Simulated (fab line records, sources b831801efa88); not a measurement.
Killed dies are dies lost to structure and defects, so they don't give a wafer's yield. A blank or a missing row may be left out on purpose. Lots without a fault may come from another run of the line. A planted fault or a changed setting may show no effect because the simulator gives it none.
Chamber matching | flow gf180mcu | GF_V2_ETCH_16 on rie_diel-02: 4 sister chambers
The step etches BARC in N2/H2. 4 wafers are shown with their chamber, then 7 later ones without.

WAFERS WITH THEIR CHAMBER
wafer  | chamber | chamber_pressure_mTorr (mTorr)
L075.3 | 3       | 29.978
L084.2 | 1       | 29.992
L088.2 | 2       | 30.005
L088.3 | 0       | 30.022

WAFERS WITHOUT THEIR CHAMBER
wafer  | chamber_pressure_mTorr (mTorr)
L088.5 | 29.986
L090.1 | 29.976
L090.2 | 29.978
L090.5 | 29.955
L094.1 | 30.021
L094.2 | 29.997
L094.3 | 30.023

WHICH CHAMBER EACH WENT THROUGH
wafer  | from the rows above          | in truth
L088.5 | can't be placed: 1 or 3 or 2 | 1
L090.1 | can't be placed: 3 or 1      | 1
L090.2 | can't be placed: 3 or 1      | 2
L090.5 | can't be placed: 3 or 1      | 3
L094.1 | can't be placed: 0 or 2      | 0
L094.2 | can't be placed: 1 or 2 or 3 | 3
L094.3 | can't be placed: 0 or 2      | 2
Placed correctly: 0 of 7. Can't be placed from these rows: 7 (the true chamber is among the candidates in 6). Placed wrongly: 0.
How it was worked out, from the rows above alone: a wafer's distance from a chamber is the root of the sum, over the readings, of the square of ((its reading less the chamber's mean) divided by the reading's scatter). The wafer belongs to the nearest chamber; if the next one is less than 2 further off, it can't be placed. A chamber's mean is the mean of its shown wafers. The scatter: with one shown wafer a chamber, the root of the mean of the squares of how far each hidden wafer lies from its nearest shown one.
